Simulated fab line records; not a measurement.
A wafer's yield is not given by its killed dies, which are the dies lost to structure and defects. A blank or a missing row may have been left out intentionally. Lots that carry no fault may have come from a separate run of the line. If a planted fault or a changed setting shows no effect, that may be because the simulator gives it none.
Chamber matching | flow gf180mcu | GF_STI_ETCH_14 on rie_si-02: 4 sister chambers
The step etches Si in HBr/Cl2/O2, target depth 360 nm, time 102.9 s. 4 wafers are shown with their chamber, then 7 later ones without.

## EACH WAFER AND ITS CHAMBER
wafer  | chamber | throttle_valve_pct (%)
L281.2 | 1       | 25.666
L281.5 | 3       | 25.639
L282.1 | 2       | 25.663
L282.3 | 0       | 25.649

## WAFERS WITH NO CHAMBER GIVEN
wafer  | throttle_valve_pct (%)
L282.5 | 25.653
L283.1 | 25.675
L283.3 | 25.638
L283.4 | 25.663
L291.4 | 25.653
L291.5 | 25.659
L291.6 | 25.655

## THE CHAMBER EACH PASSED THROUGH
wafer  | from the rows above          | in truth
L282.5 | can't be placed: 0 or 2 or 1 | 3
L283.1 | can't be placed: 1 or 2      | 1
L283.3 | 3                            | 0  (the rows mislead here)
L283.4 | can't be placed: 2 or 1      | 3
L291.4 | can't be placed: 0 or 2 or 1 | 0
L291.5 | can't be placed: 2 or 1 or 0 | 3
L291.6 | can't be placed: 0 or 2 or 1 | 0
Placed correctly: 0 of 7. These rows do not allow placing 6 (true chamber among the candidates in 3). Wrongly placed: 1.
How it was worked out, from the rows above alone: a wafer's distance from a chamber is the root of the sum, over the readings, of the square of ((its reading less the chamber's mean) divided by the reading's scatter). If the next closest chamber is less than 2 further off than the closest, the wafer can't be placed; otherwise it belongs to the closest. Each chamber's mean is taken over the wafers shown for it. The scatter: root of mean squared gap, hidden wafer to nearest shown wafer, with one shown wafer a chamber.
